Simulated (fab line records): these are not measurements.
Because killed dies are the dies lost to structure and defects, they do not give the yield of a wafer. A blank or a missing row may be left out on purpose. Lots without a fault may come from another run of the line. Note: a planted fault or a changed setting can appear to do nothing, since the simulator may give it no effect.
Which tool was responsible?	flow gf180mcu	Sampling: 11 lots, 33 wafers, 4 of 602 route steps

## WHAT THE GAUGES READ, wafer by wafer
GF_TOP_METAL_CD_MEAS_14: target cd 440 nm.
lot	measured	on	cd nm (nm)
L473	day 28 23:13	cd sem-01	437.8 438.7 439.7
L474	day 29 06:10	cd sem-01	439.8 438.8 441.9
L475	day 29 18:16	cd sem-02	439.2 439.2 439.9
L476	day 29 22:34	cd sem-01	440.0 438.8 439.2
L479	day 30 21:19	cd sem-02	435.8 437.0 437.6
L481	day 31 11:37	cd sem-02	441.8 439.3 440.8
L483	day 31 21:22	cd sem-02	440.3 441.9 440.8
L484	day 32 02:34	cd sem-01	446.5 443.1 445.6
L486	day 32 14:05	cd sem-01	467.9 470.9 468.3
L487	day 33 01:02	cd sem-01	459.9 462.2 461.3
L494	day 34 15:34	cd sem-02	438.4 438.6 436.3

## WHICH TOOL RAN EACH LOT (tool, then ch and the chambers of the sampled wafers, then the start)
lot	GF_M5_METAL_ETCH_10	GF_M5_STRIP_11	GF_TOP_METAL_EXPOSE_11
L473	rie metal-04 ch 0,1, day 27 02:46	plasma asher-02 ch 0,1, day 27 02:53	iline stepper-02 ch 0, day 28 13:08
L474	rie metal-01 ch 1, day 27 10:58	plasma asher-02 ch 0,1, day 27 11:13	iline stepper-01 ch 0, day 28 20:59
L475	rie metal-03 ch 0,1, day 28 00:24	plasma asher-01 ch 0,1, day 28 00:32	iline stepper-02 ch 0, day 29 08:32
L476	rie metal-04 ch 0, day 28 04:01	plasma asher-04 ch 0,1, day 28 04:16	iline stepper-01 ch 0, day 29 13:08
L479	rie metal-01 ch 0,1, day 29 05:25	plasma asher-01 ch 0,1, day 29 05:32	iline stepper-02 ch 0, day 30 12:43
L481	rie metal-04 ch 0,1, day 29 20:10	plasma asher-04 ch 0,1, day 29 20:16	iline stepper-01 ch 0, day 31 02:52
L483	rie metal-03 ch 0,1, day 30 07:04	plasma asher-04 ch 0,1, day 30 07:11	iline stepper-02 ch 0, day 31 13:00
L484	rie metal-04 ch 0, day 30 12:13	plasma asher-04 ch 0,1, day 30 12:20	iline stepper-02 ch 0, day 31 17:46
L486	rie metal-01 ch 0,1, day 31 00:47	plasma asher-01 ch 0,1, day 31 00:55	iline stepper-01 ch 0, day 32 05:59
L487	rie metal-01 ch 0,1, day 31 12:06	plasma asher-04 ch 0,1, day 31 12:14	iline stepper-01 ch 0, day 32 17:17
L494	rie metal-01 ch 0,1, day 33 05:15	plasma asher-02 ch 0,1, day 33 05:23	iline stepper-02 ch 0, day 34 07:56
- GF_M5_METAL_ETCH_10: etches the open film in Cl2/BCl3, stops on SiO2, target depth 750.8 nm, time 125.1 s.
- GF_M5_STRIP_11: strips in O2/N2.
- GF_TOP_METAL_EXPOSE_11: exposes mask MetalTop, target cd 440 nm.

## THE ANSWER, worked out from the rows above alone
Rule: the usual values come from the lots themselves. Put in order of their means at a reading, lots are off if they are a third of the lots or fewer, leave a main group of 4 or more, and stand apart from it by a gap of 3 or more times the standard deviation of the main group's means; of several such gaps the widest counts. The tables above print the reading to a certain number of digits; a main group whose means all agree to those digits is not used. A lot without any number at a reading at which 4 lots or more have one is off too. All remaining lots with rows at the step are treated as sound.
Off, at GF_TOP_METAL_CD_MEAS_14 on cd nm: L486, L487. For the main group the mean is 439.9 nm and the standard deviation 2.2.
A tool fits if, at a process step before that reading, it ran every lot that is off, and no sound lot after the first of them. Gauges at GF_TOP_METAL_CD_MEAS_14: tried the same way as those tools. Undecided on this evidence; 2 tools fit (iline stepper-01 at GF_TOP_METAL_EXPOSE_11, cd sem-01 at GF_TOP_METAL_CD_MEAS_14).

## WHAT WAS PUT IN BY THE SIMULATOR
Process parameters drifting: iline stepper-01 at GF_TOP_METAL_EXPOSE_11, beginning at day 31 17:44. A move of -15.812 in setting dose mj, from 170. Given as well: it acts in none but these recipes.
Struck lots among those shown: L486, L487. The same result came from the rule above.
